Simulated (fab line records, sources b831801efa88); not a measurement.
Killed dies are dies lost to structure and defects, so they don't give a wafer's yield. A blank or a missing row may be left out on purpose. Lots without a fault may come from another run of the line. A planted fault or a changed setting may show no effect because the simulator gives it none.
Problem report in the 8D (eight disciplines) form, filled by code | flow gf180mcu | the parts of the form that need people (team, actions taken, sign-off) are left out

1. THE PROBLEM
V2_W_RS at GF_V2_RS_MEAS_24 reads a mean of 0.304 ohm/sq on 2 wafers of 2 lots; wafers without a fault read 0.327 ohm/sq with a standard deviation of 0.0037. That is -6.1 standard deviations from the usual mean.
The step: measures by four-point-probe.
First seen on wafer L659.1, day 26 01:52, on film_metro-04. The record holds 33 wafers of 11 lots with a number at this step. Rule for "out", or "out of limits": more than 4 standard deviations from the usual mean. The other wafers with a number count as sound.

2. WHAT IT IS AND WHAT IT IS NOT
question                    | is                           | is not
which readings at this step | V2_W_RS                      | -
which lots                  | L659, L660                   | L647, L648, L651, L653, L655, L656, L657, L658, L666
which wafers of those lots  | L659.1, L660.3               | L659.2, L659.3, L660.4, L660.6
read on which gauges        | film_metro-01, film_metro-04 | film_metro-02
when                        | from day 26 01:52            | up to then (26 sound wafers); but 5 sound wafers of L660, L666 came after

3. SUSPECTS, AND WHAT RULES EACH OUT
Counting: a tool at a process step up to the reading stays a suspect if it ran every lot that is out. Sound lots after the first of them don't rule it out here, since some wafers of a struck lot are sound.
- the gauge at GF_V2_RS_MEAS_24: ruled out. The wafers that are out were read on 2 gauges (film_metro-01, film_metro-04).
- rie_diel-03 at GF_CONTACT_ETCH_17 (etches SiO2 in C4F8/O2/Ar, stops on CoSi2, target depth 860 nm): kept. It ran every lot that is out, first L659 (day 26 01:46); its last sound lot up to then is L656 (day 25 08:17). GF_CONTACT_ETCH_17 gives no start for some lots, so the hours and the order of its lots are those of GF_V2_CVD_23.
- cvd_w-02 at GF_V2_CVD_23 (deposits W, target thk 350 nm, time 104.94 s): kept. It ran every lot that is out, first L659 (day 26 01:46); its last sound lot up to then is L656 (day 25 08:17).
- Within rie_diel-03 at GF_CONTACT_ETCH_17: the wafers that are out ran in chamber 2; their sound lot-mates ran in chambers 0, 1.
- Within cvd_w-02 at GF_V2_CVD_23: the wafers that are out ran in chamber 0; their sound lot-mates ran in chamber 1.
Left after counting: rie_diel-03 at GF_CONTACT_ETCH_17, cvd_w-02 at GF_V2_CVD_23.

4. THE CAUSE (what the simulator had put in)
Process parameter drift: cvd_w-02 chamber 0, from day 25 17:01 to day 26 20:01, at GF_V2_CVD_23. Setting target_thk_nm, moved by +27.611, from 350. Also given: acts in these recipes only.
Counting left 2 suspects, and this tool is among them.

5. THE CHAIN OF EFFECTS, in route order
Each row: a reading whose mean over the struck wafers that have a number lies more than 3 standard deviations from the usual. Only readings for which the record gives a usual standard deviation are gone through. hours: the time from each lot's start at the first step in this table that gives one to its start at this step, as a median over the lots. sigmas: the change in usual standard deviations.
hours | step              | reading  | usual        | on struck wafers | change | sigmas
0     | GF_V2_RS_MEAS_24  | V2_W_RS  | 0.327 ohm/sq | 0.304            | -0.023 | -6.1
0     | GF_V2_THK_MEAS_25 | V2_W_THK | 356 nm       | 384              | +28    | +7.4

6. WHAT WOULD HAVE CAUGHT IT SOONER
In this record the first reading out of limits at a measuring or inspecting step was taken at day 26 01:52, 9 hours after the fault began at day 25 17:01.
Of the tool readings at GF_V2_CVD_23 for which the record gives a usual standard deviation, none was out on any struck wafer, so an alarm limit of 4 standard deviations on them would not have fired.
Of the lots that are out (2), L660 began GF_V2_CVD_23 on cvd_w-02 after day 26 01:52. A hold on the tool at that time would have spared it.
